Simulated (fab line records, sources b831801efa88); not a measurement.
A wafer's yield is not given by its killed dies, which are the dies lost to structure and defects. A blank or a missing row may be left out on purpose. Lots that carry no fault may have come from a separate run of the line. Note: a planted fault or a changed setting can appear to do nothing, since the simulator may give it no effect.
fab line records	flow sky130
record lots=14	wafers=42	lastDay=50
route steps=708 shown LDD_P@266 LDD_HVN@277 LDD_LDN@299
lots that met no fault: taken from a fault-free run of the same line
startH: hours from the record's opening day to when the first of the lot's shown wafers began	waitH: hours elapsed since this lot's preceding step	" identical to the entry in the row above	L1.1+2: several wafers, shown together as one row	- no value, or no start was given	* or withheld: withheld	< > ~ a bound
route shown NAME@n: a module of which the file shows steps, and the number in the route of the first	usual: the fault-free wafers' mean and standard deviation	same: alike in all rows	chamber/n: place in a boat	sites: the reading at each site	_std_site: how widely they spread, as a standard deviation	_edge_site: inner sites' mean taken away from outer sites' mean	radiusMm: how far each site lies from the wafer's centre	mask NAME#n: copy n	behind: the most recent tool/chamber to have shaped the wafer	hold: reason for holding the lot/hours on hold/outcome of the hold	device: whichever transistor did not switch (one of n, p or np)	end of line: the tests these same wafers got at the end of their route	a step with no rows: only its recipe	killed: dies lost to structure and defects at the first sort, not the wafer's yield	map: a wafer's dies, x killed, . not, _ none there
set.NAME: the setting the step ran with; set.NAME@STEP: the setting that earlier step ran with	model.NAME: the simulator's own value behind a step, which no gauge read
one table for each step of the route and one row for each wafer, over a sample of lots
services: the hour from which a tool's chamber was out of use, counted from the record's first day as startH (under 0 if before that day), plus the number of hours and why
## steps
# step SKY_LDD_P_TW_MEAS_11
# usual LDD_P_TW=626/6.9
lot.wafer	tool	chamber	startH	waitH	LDD_P_TW
L987.2	filmMetro-03	-	477.61	0.1	629
L987.3	"	-	"	"	628
L987.4	"	-	"	"	629
L989.1	filmMetro-04	-	479.65	0.1	622
L989.3	"	-	"	"	616
L989.4	"	-	"	"	622
L988.1	filmMetro-01	-	483.72	0.1	635
L988.4	"	-	"	"	640
L988.6	"	-	"	"	638
L991.1	filmMetro-01	-	495.95	0.1	637
L991.2	"	-	"	"	639
L991.6	"	-	"	"	638
L990.2	filmMetro-03	-	496.43	0.1	624
L990.5	"	-	"	"	625
L990.6	"	-	"	"	626
L992.1	filmMetro-03	-	497.41	0.1	627
L992.4	"	-	"	"	627
L992.6	"	-	"	"	627
L993.1	filmMetro-03	-	510.16	0.1	630
L993.4	"	-	"	"	628
L993.6	"	-	"	"	630
L995.2	filmMetro-03	-	533.73	0.1	627
L995.4	"	-	"	"	628
L995.5	"	-	"	"	629
L100.2	filmMetro-04	-	571.32	0.1	618
L100.3	"	-	"	"	615
L100.6	"	-	"	"	616
L102.1	filmMetro-01	-	577.80	0.1	635
L102.4	"	-	"	"	631
L102.5	"	-	"	"	633
L106.1	filmMetro-03	-	605.75	0.1	627
L106.2	"	-	"	"	626
L106.5	"	-	"	"	625
L108.4	filmMetro-03	-	618.04	0.1	628
L108.5	"	-	"	"	625
L108.6	"	-	"	"	622
L107.1	filmMetro-04	-	620.67	0.1	619
L107.5	"	-	"	"	619
L107.6	"	-	"	"	621
L109.2	filmMetro-04	-	623.72	0.1	623
L109.3	"	-	"	"	620
L109.6	"	-	"	"	620
# step SKY_LDD_HVN_TW_MEAS_10
# usual LDD_HVN_TW=1425/8.5
lot.wafer	tool	chamber	startH	waitH	LDD_HVN_TW
L987.2	filmMetro-02	-	508.21	0.1	1417
L987.3	"	-	"	"	1420
L987.4	"	-	"	"	1428
L989.1	filmMetro-02	-	509.88	0.1	1412
L989.3	"	-	"	"	1420
L989.4	"	-	"	"	1414
L988.1	filmMetro-02	-	513.50	0.1	1421
L988.4	"	-	"	"	1424
L988.6	"	-	"	"	1423
L991.1	filmMetro-03	-	526.65	0.1	1421
L991.2	"	-	"	"	1431
L991.6	"	-	"	"	1423
L990.2	filmMetro-03	-	527.01	0.1	1428
L990.5	"	-	"	"	1426
L990.6	"	-	"	"	1429
L992.1	filmMetro-02	-	527.85	0.1	1413
L992.4	"	-	"	"	1414
L992.6	"	-	"	"	1422
L993.1	filmMetro-02	-	540.50	0.1	1434
L993.4	"	-	"	"	1428
L993.6	"	-	"	"	1424
L995.2	filmMetro-02	-	563.66	0.1	1418
L995.4	"	-	"	"	1421
L995.5	"	-	"	"	1416
L100.2	filmMetro-01	-	601.56	0.1	1440
L100.3	"	-	"	"	1437
L100.6	"	-	"	"	1444
L102.1	filmMetro-01	-	607.65	0.1	1441
L102.4	"	-	"	"	1439
L102.5	"	-	"	"	1436
L106.1	filmMetro-01	-	634.75	0.1	1423
L106.2	"	-	"	"	1421
L106.5	"	-	"	"	1429
L108.4	filmMetro-01	-	646.73	0.1	1427
L108.5	"	-	"	"	1422
L108.6	"	-	"	"	1432
L107.1	filmMetro-01	-	649.70	0.1	1445
L107.5	"	-	"	"	1440
L107.6	"	-	"	"	1443
L109.2	filmMetro-02	-	652.29	0.1	1432
L109.3	"	-	"	"	1427
L109.6	"	-	"	"	1430
# step SKY_LDD_LDN_IMPLANT_10
# recipe species=As	energyKev=15	doseCm2=1.25e+13	tiltDeg=withheld	rotationDeg=203
# usual beamEnergyKeV=14.999/0.0049	beamOnS=10.00/0.2
lot.wafer	tool	chamber	startH	waitH	beamEnergyKeV	beamOnS
L987.2	implanter-01	0	567.97	0.1	14.998	9.77
L987.3	"	0	"	"	14.997	10.32
L987.4	"	0	"	"	14.994	10.03
L989.1	implanter-01	0	570.30	0.1	14.995	10.22
L989.3	"	0	"	"	15.000	9.81
L989.4	"	0	"	"	15.001	9.78
L988.1	implanter-03	0	572.74	0.1	14.996	10.19
L988.4	"	0	"	"	14.997	9.71
L988.6	"	0	"	"	15.004	10.29
L991.1	implanter-01	0	586.85	0.1	14.998	10.24
L991.2	"	0	"	"	14.999	10.10
L991.6	"	0	"	"	14.996	10.06
L990.2	implanter-04	0	586.88	0.1	14.998	10.26
L990.5	"	0	"	"	15.000	9.89
L990.6	"	0	"	"	14.995	9.65
L992.1	implanter-03	0	588.04	0.1	15.000	9.88
L992.4	"	0	"	"	14.994	9.58
L992.6	"	0	"	"	15.000	10.03
L993.1	implanter-04	0	600.14	0.1	15.007	9.95
L993.4	"	0	"	"	15.002	10.32
L993.6	"	0	"	"	14.999	10.35
L995.2	implanter-01	0	623.47	0.1	15.001	10.05
L995.4	"	0	"	"	14.999	10.51
L995.5	"	0	"	"	15.003	10.25
L100.2	implanter-04	-	660.07	0.1	-	-
L100.3	"	-	"	"	-	-
L100.6	"	-	"	"	-	-
L102.1	implanter-03	-	664.99	0.1	-	-
L102.4	"	-	"	"	-	-
L102.5	"	-	"	"	-	-
L106.1	implanter-03	0	692.14	0.1	14.999	10.26
L106.2	"	0	"	"	14.996	10.20
L106.5	"	0	"	"	14.995	10.12
L108.4	implanter-01	0	702.27	0.1	15.002	9.90
L108.5	"	0	"	"	15.008	9.55
L108.6	"	0	"	"	15.007	9.96
L107.1	implanter-01	0	705.65	0.1	14.994	9.81
L107.5	"	0	"	"	14.998	9.94
L107.6	"	0	"	"	15.001	9.70
L109.2	implanter-01	0	707.67	0.1	14.992	10.18
L109.3	"	0	"	"	15.003	10.11
L109.6	"	0	"	"	14.999	10.06
# step SKY_LDD_LDN_STRIP_12
# recipe chemistry=O2/N2	powerW=1400	pressureMtorr=1500	platenTempC=withheld	o2FlowSccm=3000	n2FlowSccm=300	overashFraction=0.5
# usual drypumpMotorCurrentA=5.7/0.57	oesProductAu=0.715/0.0049	stripTimeToEndpointS=14.17/0.034
lot.wafer	tool	chamber	startH	waitH	drypumpMotorCurrentA	oesProductAu	rfHoursCounterH	stripTimeToEndpointS
L987.2	plasmaAsher-01	1	568.24	0.1	4.9	0.709	14	14.19
L987.3	"	0	"	"	5.8	0.719	-	14.17
L987.4	"	1	"	"	4.9	0.704	-	14.20
L989.1	plasmaAsher-02	1	570.60	0.1	5.7	0.716	46	14.14
L989.3	"	1	"	"	5.7	0.710	-	14.19
L989.4	"	0	"	"	6.7	0.716	-	14.17
L988.1	plasmaAsher-01	0	573.04	0.1	5.8	0.719	15	14.12
L988.4	"	1	"	"	4.9	0.716	-	14.14
L988.6	"	0	"	"	5.8	0.719	-	14.16
L991.1	plasmaAsher-01	1	587.15	0.1	4.9	0.720	17	14.14
L991.2	"	0	"	"	5.8	0.717	17	14.17
L991.6	"	1	"	"	4.9	0.724	-	14.14
L990.2	plasmaAsher-02	0	587.21	0.2	6.6	0.713	48	14.21
L990.5	"	0	"	"	6.6	0.707	-	14.19
L990.6	"	1	"	"	5.7	0.707	-	14.17
L992.1	plasmaAsher-01	1	588.34	0.1	4.9	0.713	17	14.17
L992.4	"	0	"	"	5.8	0.710	-	14.13
L992.6	"	0	"	"	5.8	0.709	-	14.13
L993.1	plasmaAsher-01	1	600.44	0.1	4.9	0.721	19	14.16
L993.4	"	1	"	"	4.9	0.717	-	14.14
L993.6	"	1	"	"	4.9	0.713	-	14.19
L995.2	plasmaAsher-01	0	623.75	0.1	5.8	0.712	21	14.20
L995.4	"	1	"	"	4.9	0.715	-	14.15
L995.5	"	1	"	"	4.9	0.713	-	14.14
L100.2	plasmaAsher-01	0	660.34	0.1	5.8	0.712	26	14.16
L100.3	"	0	"	"	5.8	0.720	-	14.17
L100.6	"	0	"	"	5.8	0.720	-	14.22
L102.1	plasmaAsher-02	1	665.29	0.1	5.7	0.711	54	14.17
L102.4	"	0	"	"	6.7	0.709	-	14.17
L102.5	"	0	"	"	6.6	0.713	-	14.16
L106.1	plasmaAsher-03	0	692.44	0.1	6.2	0.713	96	14.25
L106.2	"	1	"	"	5.6	0.711	96	14.20
L106.5	"	1	"	"	5.6	0.710	-	14.27
L108.4	plasmaAsher-02	1	702.53	0.1	5.7	0.712	-	14.19
L108.5	"	1	"	"	5.7	0.717	-	14.13
L108.6	"	0	"	"	6.7	0.724	-	14.21
L107.1	plasmaAsher-01	0	705.95	0.1	5.8	0.710	30	14.19
L107.5	"	1	"	"	4.9	0.711	-	14.16
L107.6	"	0	"	"	5.8	0.712	-	14.20
L109.2	plasmaAsher-02	0	707.94	0.1	6.7	0.713	58	14.15
L109.3	"	0	"	"	6.6	0.717	-	14.15
L109.6	"	0	"	"	6.7	0.708	-	14.15
# step SKY_LDD_LDN_TW_MEAS_13
# usual LDD_LDN_TW=1453/11
lot.wafer	tool	chamber	startH	waitH	LDD_LDN_TW
L987.2	filmMetro-03	-	568.35	0.1	1455
L987.3	"	-	"	"	1456
L987.4	"	-	"	"	1454
L989.1	filmMetro-04	-	570.70	0.1	1433
L989.3	"	-	"	"	1442
L989.4	"	-	"	"	1441
L988.1	filmMetro-03	-	573.14	0.1	1461
L988.4	"	-	"	"	1455
L988.6	"	-	"	"	1459
L991.1	filmMetro-02	-	587.25	0.1	1478
L991.2	"	-	"	"	1474
L991.6	"	-	"	"	1471
L990.2	filmMetro-03	-	587.32	0.1	1454
L990.5	"	-	"	"	1462
L990.6	"	-	"	"	1467
L992.1	filmMetro-03	-	588.44	0.1	1450
L992.4	"	-	"	"	1454
L992.6	"	-	"	"	1454
L993.1	filmMetro-02	-	600.54	0.1	1460
L993.4	"	-	"	"	1461
L993.6	"	-	"	"	1464
L995.2	filmMetro-02	-	623.86	0.1	1460
L995.4	"	-	"	"	1467
L995.5	"	-	"	"	1455
L100.2	filmMetro-02	-	660.45	0.1	1351
L100.3	"	-	"	"	1350
L100.6	"	-	"	"	1353
L102.1	filmMetro-04	-	665.39	0.1	1318
L102.4	"	-	"	"	1318
L102.5	"	-	"	"	1317
L106.1	filmMetro-04	-	692.54	0.1	1444
L106.2	"	-	"	"	1445
L106.5	"	-	"	"	1439
L108.4	filmMetro-04	-	702.63	0.1	1447
L108.5	"	-	"	"	1446
L108.6	"	-	"	"	1440
L107.1	filmMetro-04	-	706.05	0.1	1452
L107.5	"	-	"	"	1443
L107.6	"	-	"	"	1453
L109.2	filmMetro-03	-	708.05	0.1	1455
L109.3	"	-	"	"	1450
L109.6	"	-	"	"	1453
## services
tool	chamber	startH	hours	kind
plasmaAsher-03	-	547.99	54.4	pm
implanter-01	-	551.37	2.2	repair
implanter-04	-	555.36	6.8	pm
implanter-03	-	582.61	4.1	pm
implanter-01	-	599.57	2.0	repair
plasmaAsher-02	-	605.16	0.5	repair
plasmaAsher-02	-	621.26	28.1	pm
implanter-04	-	632.07	3.4	repair
implanter-04	-	635.49	20.1	pm
implanter-03	-	654.70	1.1	repair
plasmaAsher-03	-	679.06	3.1	repair
plasmaAsher-02	-	692.86	2.8	pm
## key
firstSign step=SKY_LDD_LDN_IMPLANT_10	reading=toolRecord	direction=missing
effect step=SKY_LDD_LDN_TW_MEAS_13	reading=LDD_LDN_TW	direction=down	sigmas=11	usual=1453	struck=1334
metAt SKY_LDD_LDN_IMPLANT_10
struckLots L100,L102
laterRowsLeftOut L100.2,L100.3,L100.6,L102.1,L102.4,L102.5
sortLeftOut L100.2,L100.3,L100.6,L102.1,L102.4,L102.5
testerLeftOut L100,L102
notActingAt SKY_LDD_P_TW_MEAS_11,SKY_LDD_HVN_TW_MEAS_10,SKY_LDD_LDN_STRIP_12
onsetBetween 600.14 660.07
fault kind=skippedStepWhole	tool=implanter-03,implanter-04	chamber=-	onsetH=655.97	steps=SKY_LDD_LDN_IMPLANT_10	scope=struckLotsOnly
# testerLeftOut: of these lots the tester's yield and bins aren't shown, on N5 and GAA mostly nor the transistor test; their killed dies are dies lost to structure and defects alone, not to doping, threshold or leakage, so they don't give the yield
# sortLeftOut: the simulated sort isn't trusted on such a fault, so these wafers' sort isn't shown, and their yield isn't known
# laterRowsLeftOut: the simulator's readings of these wafers behind a module that went badly wrong aren't trusted and aren't shown, but for the sort
